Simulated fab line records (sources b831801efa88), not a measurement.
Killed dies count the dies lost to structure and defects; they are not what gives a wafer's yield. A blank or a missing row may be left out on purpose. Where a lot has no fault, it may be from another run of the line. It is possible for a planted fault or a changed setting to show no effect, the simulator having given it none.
A lot that was struck, set against a sound lot :: flow gf180mcu :: 18 out of 602 route steps
Sound: wafers L808.2, L808.3, L808.5. Struck: wafer L810.1 (L810.4, L810.5, from the same lot, were not struck and are left out); the cause is given at the end.
Each step with rows lists, per side, the tool, then ch with its chambers, then its first start. Under that, the readings that differ: sound wafers :: struck wafers :: difference of the means :: sigmas: that difference in standard deviations of wafers without a fault.
alike: same words and numbers on both sides, and readings whose means sit less than 2 such deviations apart. not compared: any withheld reading, any reading some wafer has no value for, any bound like >300 that may hide the same value, and any number with overlapping values for which the record gives no deviation.
Wherever a step has rows on one side only, a row that says differs or no value, or a row with sigmas, the two part there. Numbers that have no deviation but don't overlap get no sigmas and don't part them. A reading that every wafer of one side lacks parts them only if that side has two wafers or more.

first, 3 steps without rows for these wafers: GF_V1_EXPOSE_11 (exposes mask Via1, target cd 260 nm); GF_V1_PEB_12 (peb time 90 s); GF_V1_DEVELOP_13 (develop time 60 s).
GF_V1_CD_MEAS_14 targets a cd of 260 nm.
  struck on cd_sem-01, day 20 03:56; sound on cd_sem-02, day 19 02:58
  alike: cd_nm
GF_V1_OVL_MEAS_15:
  struck on overlay-01, day 20 04:04; sound on overlay-01, day 19 03:04
  alike: V1_OVL
GF_V1_ETCH_16: etches BARC in N2/H2.
  sound on rie_diel-04 ch 2,3, day 19 03:06; struck on rie_diel-02 ch 2, day 20 04:05
reading: oes_product_au (a.u.)
sound: 0.855 0.855 0.856
struck: 0.845
difference: -0.010
sigmas: -2
  alike: bias_w, drypump_motor_current_A, n2_flow_sccm, throttle_valve_pct
GF_V1_ETCH_17: etches SiO2 in C4F8/O2/Ar, stops on TiN, target depth 630 nm.
  sound: rie_diel-04 ch 2,3; struck: rie_diel-02 ch 2
  alike: bias_w, oes_product_au
GF_V1_STRIP_18: strips in O2/N2.
  sound on plasma_asher-03 ch 0,1, day 19 03:14; struck on plasma_asher-02 ch 1, day 20 04:13
reading: heater_power_w (W)
sound: 327 334 325
struck: 306
difference: -23
sigmas: -2
  alike: drypump_motor_current_A, n2_flow_sccm, o2_flow_sccm, oes_product_au
  not compared: rf_hours_counter_h
then, 2 steps without rows for these wafers: GF_V1_STRIP_19 (strips in post etch residue remover, time 1200 s); GF_V1_CLEAN_20 (cleans in DIW).
GF_V1_SPUTTER_21: material Ti, target thk 15 nm, time 80.02 s.
  struck on pvd_sputter-04, day 20 04:46; sound on pvd_sputter-02, day 19 03:49
  alike: substrate_temp_c, throttle_valve_pct
GF_V1_SPUTTER_22: material TiN, target thk 10 nm, time 40 s.
  struck on pvd_sputter-04, day 20 04:49; sound on pvd_sputter-02, day 19 03:52
  alike: throttle_valve_pct
GF_V1_CVD_23: deposits W, target thk 350 nm, time 105.05 s.
  sound on cvd_w-02 ch 0,1, day 19 03:55; struck on cvd_w-02 ch 0, day 20 04:52
reading: model.W_of_V1_CVD_23.thk_nm (nm)
sound: 354.4 354 353.1
struck: 205.5
difference: -148.3
sigmas: 
  alike: heater_power_w
GF_V1_RS_MEAS_24: a four-point-probe measurement.
  struck on film_metro-04, day 20 04:59; sound on film_metro-01, day 19 04:02
reading: V1_W_RS (ohm/sq)
sound: 0.323 0.323 0.324
struck: 0.562
difference: +0.239
sigmas: +70
GF_V1_THK_MEAS_25: measures by xrf.
  struck on film_metro-04, day 20 05:06; sound on film_metro-01, day 19 04:09
reading: V1_W_THK (nm)
sound: 349 348 346
struck: 204
difference: -144
sigmas: -34
GF_V1_CMP_26: polishes, stops on SiO2, t overpolish 15 s, target thk 0 nm.
  sound on cmp-02 ch 0,2,3, day 19 04:15; struck on cmp-02 ch 1, day 20 05:28
reading: time_to_endpoint_s (s)
sound: 83 98 91
struck: 47
difference: -44
sigmas: -10
  alike: motor_current_A
then, 2 steps without rows for these wafers: GF_M2_SPUTTER_00 (material Ti, target thk 37.5 nm, time 150 s); GF_PASSIVATION_PROBE_99.

== WHERE THEY PART ==
First at GF_V1_ETCH_16; last, within this record, at GF_V1_CMP_26.

WHY: what the simulator had put in
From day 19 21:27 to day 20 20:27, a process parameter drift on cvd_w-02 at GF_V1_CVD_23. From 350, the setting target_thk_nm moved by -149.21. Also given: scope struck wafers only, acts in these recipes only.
